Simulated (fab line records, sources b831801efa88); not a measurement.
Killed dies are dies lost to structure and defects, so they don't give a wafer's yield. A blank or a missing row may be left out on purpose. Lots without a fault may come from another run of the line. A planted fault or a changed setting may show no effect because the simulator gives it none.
Which tool did it? | flow sky130 | 15 lots, 45 wafers sampled, at 4 steps of a route of 708

WHAT THE GAUGES READ, wafer by wafer
SKY_LDD_HVP_OVL_MEAS_07. Usual: LDD_HVP_OVL -0.5 nm, standard deviation 1.3.
lot  | measured     | on         | LDD_HVP_OVL (nm) | flag
L464 | day 22 00:37 | overlay-02 | -2.4 -1.1 -1.9   |
L466 | day 22 18:03 | overlay-01 | -4.3 -1.5 -2.4   |
L467 | day 23 06:01 | overlay-02 | 1.4 1.4 1.1      |
L468 | day 23 11:42 | overlay-01 | -1.2 0.1 -1.3    |
L469 | day 23 19:20 | overlay-02 | -0.9 0.3 -2.3    |
L470 | day 24 11:28 | overlay-02 | -0.6 -0.6 0.2    |
L472 | day 25 07:08 | overlay-02 | 0.0 0.1 -0.7     |
L473 | day 25 08:49 | overlay-02 | -0.7 0.6 -1.4    |
L474 | day 25 20:34 | overlay-02 | -0.6 -2.2 -1.3   |
L475 | day 25 23:03 | overlay-02 | 0.9 0.4 0.3      |
L477 | day 27 01:18 | overlay-01 | -2.4 -3.4 -2.2   |
L482 | day 28 08:43 | overlay-02 | -1.9 -1.5 -1.1   |
L483 | day 28 18:07 | overlay-01 | -1.7 -1.2 -2.5   |
L485 | day 29 05:52 | overlay-02 | 0.9 1.9 0.9      |
L486 | day 29 11:31 | overlay-01 | 1.9 1.8 1.8      |

SKY_SD_P_CD_MEAS_07: target cd 380 nm. Usual: cd_nm 380.3 nm, standard deviation 2.3.
lot  | measured     | on        | cd_nm (nm)        | flag
L464 | day 25 21:13 | cd_sem-02 | 381.1 380.0 379.0 |
L466 | day 26 14:12 | cd_sem-01 | 381.7 380.9 379.8 |
L467 | day 27 02:12 | cd_sem-01 | 381.8 383.2 382.7 |
L468 | day 27 06:04 | cd_sem-01 | 380.0 381.1 381.9 |
L469 | day 27 15:37 | cd_sem-01 | 379.6 380.2 380.8 |
L470 | day 28 05:36 | cd_sem-01 | 379.6 378.9 383.3 |
L472 | day 29 02:05 | cd_sem-01 | 382.7 385.3 383.5 |
L473 | day 29 02:28 | cd_sem-01 | 379.1 379.2 379.7 |
L474 | day 29 13:37 | cd_sem-01 | 381.8 382.4 381.4 |
L475 | day 29 15:47 | cd_sem-01 | 383.6 381.3 380.6 |
L477 | day 30 16:28 | cd_sem-01 | 380.8 381.9 380.8 |
L482 | day 32 00:00 | cd_sem-01 | 376.9 375.4 376.5 |
L483 | day 32 07:51 | cd_sem-02 | 380.3 378.3 378.7 |
L485 | day 32 20:09 | cd_sem-02 | 379.7 381.0 381.6 |
L486 | day 32 22:51 | cd_sem-02 | 385.0 381.2 383.3 |

SKY_SD_N_OVL_MEAS_08. Usual: SD_N_OVL 0.1 nm, standard deviation 1.4.
lot  | measured     | on         | SD_N_OVL (nm)  | flag
L464 | day 28 08:08 | overlay-01 | 0.1 0.3 0.8    |
L466 | day 28 22:32 | overlay-01 | -1.1 -1.8 -1.7 |
L467 | day 29 11:15 | overlay-01 | -0.3 0.0 1.1   |
L468 | day 29 14:59 | overlay-02 | 2.5 1.5 1.0    |
L469 | day 30 00:45 | overlay-01 | 1.0 1.0 0.7    |
L470 | day 30 13:20 | overlay-01 | 2.3 1.6 0.5    |
L472 | day 31 10:03 | overlay-01 | 0.2 0.7 0.9    |
L473 | day 31 10:39 | overlay-02 | -0.7 -1.8 -1.6 |
L474 | day 31 20:59 | overlay-02 | -0.2 0.0 -1.0  |
L475 | day 32 00:40 | overlay-02 | 0.8 1.2 -0.3   |
L477 | day 32 22:42 | overlay-01 | -0.3 -1.2 1.8  |
L482 | day 34 04:59 | overlay-02 | 0.7 0.6 -0.1   |
L483 | day 34 13:54 | overlay-01 | -2.8 -1.3 -0.4 |
L485 | day 35 01:13 | overlay-01 | -1.2 1.3 0.1   |
L486 | day 35 03:47 | overlay-01 | 0.4 0.7 -0.5   |

WHICH TOOL RAN EACH LOT (tool, then ch and the chambers of the sampled wafers, then the start)
lot  | SKY_RES_XHIGH_COAT_02
L464 | litho_track-04 ch 0, day 26 12:18
L466 | litho_track-04 ch 0, day 27 04:36
L467 | litho_track-04 ch 0, day 27 16:18
L468 | litho_track-03 ch 0, day 27 20:32
L469 | litho_track-03 ch 0, day 28 06:45
L470 | litho_track-04 ch 0, day 28 19:14
L472 | litho_track-04, day 29 16:18
L473 | litho_track-04, day 29 16:59
L474 | litho_track-04, day 30 03:00
L475 | litho_track-04 ch 0, day 30 05:23
L477 | litho_track-04 ch 0, day 31 06:06
L482 | litho_track-02 ch 0, day 32 13:01
L483 | litho_track-04 ch 0, day 32 21:30
L485 | litho_track-02 ch 0, day 33 09:23
L486 | litho_track-02 ch 0, day 33 12:01
- SKY_RES_XHIGH_COAT_02: resist thk 1140 nm.

WHAT THE TOOLS THEMSELVES READ (means of the sampled wafers that have a number; where no wafer has one, the mark that the record gives instead)
SKY_RES_XHIGH_COAT_02. Usual: chill_plate_temp_C 22.99 C, standard deviation 0.1; dispense_pressure_kPa 50.0 kPa, standard deviation 1.3.
lot  | tool           | chill_plate_temp_C (C) | dispense_pressure_kPa (kPa) | flag
L464 | litho_track-04 | 22.87                  | 51.4                        |
L466 | litho_track-04 | 22.90                  | 51.4                        |
L467 | litho_track-04 | 23.04                  | 51.4                        |
L468 | litho_track-03 | 23.10                  | 49.1                        |
L469 | litho_track-03 | 23.05                  | 49.1                        |
L470 | litho_track-04 | 22.95                  | 51.4                        |
L472 | litho_track-04 | -                      | -                           | OFF
L473 | litho_track-04 | -                      | -                           | OFF
L474 | litho_track-04 | -                      | -                           | OFF
L475 | litho_track-04 | 23.00                  | 51.4                        |
L477 | litho_track-04 | 22.93                  | 51.4                        |
L482 | litho_track-02 | 23.08                  | 48.6                        |
L483 | litho_track-04 | 23.00                  | 51.4                        |
L485 | litho_track-02 | 22.96                  | 48.6                        |
L486 | litho_track-02 | 23.10                  | 48.6                        |

THE ANSWER, worked out from the rows above alone
Rule: a lot is off if the mean of its wafers that have a number lies more than 3 standard deviations from the usual mean. A lot without any number at a reading at which 4 lots or more have one is off too. The other lots that the step has rows for count as sound. The gauges are gone through in route order, then the tools' own readings, and for those a lot's mean is taken as printed above. The first step at which some lot is off is used, and at that step the reading that is off furthest; a lot without a number counts as furthest.
Off: L472, L473, L474, at SKY_RES_XHIGH_COAT_02 (chill_plate_temp_C). Without a number there: L472, L473, L474.
A tool fits if, at that step or a process step before it, it ran every lot that is off, and no sound lot after the first of them. None of those tried fits.

WHAT THE SIMULATOR HAD PUT IN
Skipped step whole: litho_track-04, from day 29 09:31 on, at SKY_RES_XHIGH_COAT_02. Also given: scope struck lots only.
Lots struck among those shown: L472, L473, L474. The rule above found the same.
